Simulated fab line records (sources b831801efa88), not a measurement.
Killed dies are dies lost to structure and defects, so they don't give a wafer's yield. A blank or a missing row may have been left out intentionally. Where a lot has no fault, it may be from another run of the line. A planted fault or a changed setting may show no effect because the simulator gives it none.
Chamber matching | flow gf180mcu | GF_V2_CMP_04 on cmp-01 has 4 sister chambers
The step polishes SiO2. 8 wafers are shown with their chamber, then 7 later ones without.

WAFERS PAIRED WITH THEIR CHAMBERS
wafer  | chamber | motorCurrentA (A) | timeToEndpointS (s)
L997.6 | 3       | 12.6              | 85
L999.5 | 2       | 12.7              | 84
L999.6 | 1       | 14.5              | 79
L101.1 | 0       | 11.7              | 72
L101.2 | 2       | 12.8              | 74
L101.6 | 3       | 12.3              | 85
L104.1 | 0       | 11.6              | 78
L104.2 | 1       | 13.9              | 74

WAFERS WHOSE CHAMBER IS MISSING
wafer  | motorCurrentA (A) | timeToEndpointS (s)
L104.5 | 11.5              | 80
L113.1 | 11.1              | 78
L113.4 | 13.1              | 81
L113.6 | 11.5              | 77
L115.1 | 13.8              | 78
L115.2 | 13.0              | 75
L115.5 | 12.6              | 76

EACH ONE'S CHAMBER
wafer  | from the rows above     | in truth
L104.5 | 0                       | 0
L113.1 | 0                       | 0
L113.4 | can't be placed: 2 or 3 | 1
L113.6 | 0                       | 0
L115.1 | 1                       | 1
L115.2 | can't be placed: 2 or 3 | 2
L115.5 | can't be placed: 2 or 3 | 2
Correctly placed: 4 of 7. Can't be placed from these rows: 3 (the true chamber is among the candidates in 2). 0 placed wrongly.
How it was worked out, from the rows above alone: a wafer's distance from a chamber is the root of the sum, over the readings, of the square of ((its reading less the chamber's mean) divided by the reading's scatter). If the next closest chamber is less than 2 further off than the closest, the wafer can't be placed; otherwise it belongs to the closest. For every chamber, the mean is computed from those of its wafers that are shown. How the scatter is found: for the shown wafers, subtract from each reading the mean of its chamber, square and add these, divide the total by (wafers less chambers), then take the root.
